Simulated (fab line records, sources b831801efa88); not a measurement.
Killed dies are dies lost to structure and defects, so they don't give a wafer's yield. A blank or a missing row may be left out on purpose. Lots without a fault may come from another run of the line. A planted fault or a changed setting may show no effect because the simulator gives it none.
Which tool did it? | flow sky130 | 6 lots, 18 wafers sampled, at 4 steps of a route of 708

WHAT THE GAUGES READ, wafer by wafer
SKY_SD_N_CD_MEAS_07: target cd 380 nm.
lot  | measured     | on        | cd_nm (nm)
L145 | day 28 01:11 | cd_sem-01 | 376.3 376.0 375.9
L152 | day 32 12:14 | cd_sem-02 | 376.4 375.2 374.2
L154 | day 32 12:10 | cd_sem-01 | 378.9 379.6 379.0
L158 | day 32 16:26 | cd_sem-02 | 379.8 380.9 378.5
L162 | day 34 01:37 | cd_sem-02 | 373.9 377.1 378.5
L166 | day 35 23:25 | cd_sem-02 | 383.8 384.8 381.8

WHICH TOOL RAN EACH LOT (tool, then ch and the chambers of the sampled wafers, then the start)
lot  | SKY_SONOS_ONO_STRIP_17               | SKY_LDD_LDN_COAT_02               | SKY_LDD_LDN_STRIP_12
L145 | plasma_asher-01 ch 0,1, day 13 05:08 | litho_track-03 ch 0, day 22 10:49 | plasma_asher-01 ch 0,1, day 23 01:55
L152 | plasma_asher-02 ch 0,1, day 16 07:05 | litho_track-03 ch 0, day 27 04:07 | plasma_asher-01 ch 0,1, day 27 19:45
L154 | plasma_asher-01 ch 0,1, day 16 11:52 | litho_track-02 ch 0, day 27 03:20 | plasma_asher-02 ch 0,1, day 27 19:11
L158 | plasma_asher-02 ch 0,1, day 17 18:35 | litho_track-04 ch 0, day 27 11:28 | plasma_asher-01 ch 0,1, day 28 02:07
L162 | plasma_asher-02 ch 0,1, day 19 06:36 | litho_track-04 ch 0, day 28 19:28 | plasma_asher-03 ch 0,1, day 29 09:21
L166 | plasma_asher-01 ch 0,1, day 21 06:29 | litho_track-02 ch 0, day 30 19:02 | plasma_asher-03 ch 0,1, day 31 09:31
- SKY_SONOS_ONO_STRIP_17: strips in O2/N2.
- SKY_LDD_LDN_COAT_02: resist thk 1140 nm.
- SKY_LDD_LDN_STRIP_12: strips in O2/N2.

THE ANSWER, worked out from the rows above alone
Rule: what is usual is taken from the lots themselves. Put in order of their means at a reading, lots are off if they are a third of the lots or fewer, leave a main group of 4 or more, and stand apart from it by a gap of 3 or more times the standard deviation of the main group's means; of several such gaps the widest counts. A main group whose means are all the same, to the digits that the tables above print for the reading, isn't used. A lot without any number at a reading at which 4 lots or more have one is off too. The other lots that the step has rows for count as sound.
No lot is off at any reading shown: from this, nothing can be told.

WHAT THE SIMULATOR HAD PUT IN
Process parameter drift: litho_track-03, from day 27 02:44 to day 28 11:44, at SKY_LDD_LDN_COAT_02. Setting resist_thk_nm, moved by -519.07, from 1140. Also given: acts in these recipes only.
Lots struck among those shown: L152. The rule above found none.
